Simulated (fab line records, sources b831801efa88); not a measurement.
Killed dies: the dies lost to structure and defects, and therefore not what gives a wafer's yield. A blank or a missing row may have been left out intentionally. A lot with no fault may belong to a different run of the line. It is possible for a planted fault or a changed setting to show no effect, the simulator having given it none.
Problem report, 8D (eight disciplines) form, completed by code | flow sky130 | the parts of the form that need people (team, actions taken, sign-off) are left out

1. WHAT IS WRONG
Wafers free of any fault read 6.89 ohm/sq (standard deviation 0.064) for CAP2M_TIN_RS at SKY_CAP2M_RS_MEAS_03, against a mean of 6.38 ohm/sq on 6 wafers of 2 lots. Measured from the usual mean, that is -8.0 standard deviations.
The step: measures by four-point-probe.
Seen first at day 43 05:35 on film metro-02, wafer L510.1. The record holds 33 wafers of 11 lots with a number at this step. Rule for "out", or "out of limits": more than 4 standard deviations from the usual mean. The rest of the wafers with a number are treated as sound.

2. WHAT IT IS, AND WHAT IT ISN'T
question                    | is                     | is not
which readings at this step | CAP2M_TIN_RS           | -
which lots                  | L510, L511             | L498, L500, L501, L503, L504, L505, L508, L516, L518
which wafers of those lots  | all that have a number | -
read on which gauges        | film metro-02          | film metro-01, film metro-03
when                        | from day 43 05:35      | up to then (21 sound wafers); but 6 sound wafers of L516, L518 came after

3. WHAT RULES OUT EACH SUSPECT
Counting: any tool at a process step up to the reading is kept as a suspect provided that every lot that is out went through it and no sound lot did after the first of them.
- the gauge at SKY_CAP2M_RS_MEAS_03 has been ruled out. All the wafers that are out were read on film metro-02, but those of them that SKY_CAP2M_METAL_ETCH_13 has rows for are out there too, on other tools.
- pvd sputter-02 at SKY_CAP2M_SPUTTER_02 (material TiN, target thk 200 nm, time 166.7 s): kept. It processed each lot that is out, first L510 at day 43 05:28, and no sound lot thereafter; up to then, the last sound lot it processed was L508 at day 42 14:32.
After counting, what remains is pvd sputter-02 at SKY_CAP2M_SPUTTER_02.

4. THE CAUSE (what the simulator had put in)
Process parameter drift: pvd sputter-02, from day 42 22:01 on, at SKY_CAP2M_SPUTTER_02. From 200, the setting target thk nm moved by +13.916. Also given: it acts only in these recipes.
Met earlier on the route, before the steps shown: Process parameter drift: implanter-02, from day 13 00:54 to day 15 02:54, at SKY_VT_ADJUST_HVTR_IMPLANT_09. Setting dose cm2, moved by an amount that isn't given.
The count eliminated every tool but this one.

5. SEQUENCE OF EFFECTS, ordered by route
Each row: a reading where the mean over the struck wafers with a number is more than 3 standard deviations away from the usual. Readings are gone through only where the record gives a usual standard deviation; hours: the median, over the lots, of the time from a lot's start at the first step in this table giving one to that lot's start at this step; sigmas: the change measured in usual standard deviations.
hours | step                    | reading        | usual       | on struck wafers | change | sigmas
0     | SKY_CAP2M_RS_MEAS_03    | CAP2M_TIN_RS   | 6.89 ohm/sq | 6.38             | -0.51  | -8.0
3     | SKY_CAP2M_THK_MEAS_04   | CAP2M_TIN_THK  | 201.0 nm    | 215.9            | +14.9  | +6.8
23    | SKY_CAP2M_METAL_ETCH_13 | oes product au | 0.942 a.u.  | 0.986            | +0.044 | +6.3
Here are the process steps it includes:
- SKY_CAP2M_METAL_ETCH_13: etches TiN in Cl2/BCl3, stops on SiO2, target depth 220 nm, time 62.9 s.

6. HOW IT WOULD HAVE BEEN CAUGHT EARLIER
The first out-of-limits reading at a measuring or inspecting step in this record came at day 43 05:35, 8 hours after the fault's start at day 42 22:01.
Of the tool readings at SKY_CAP2M_SPUTTER_02 for which the record gives a usual standard deviation, none was out on any struck wafer, so an alarm limit of 4 standard deviations on them would not have fired.
L511, from the lots that are out (2), started SKY_CAP2M_SPUTTER_02 on pvd sputter-02 later than day 43 05:35. Holding the tool at that time would have saved it.
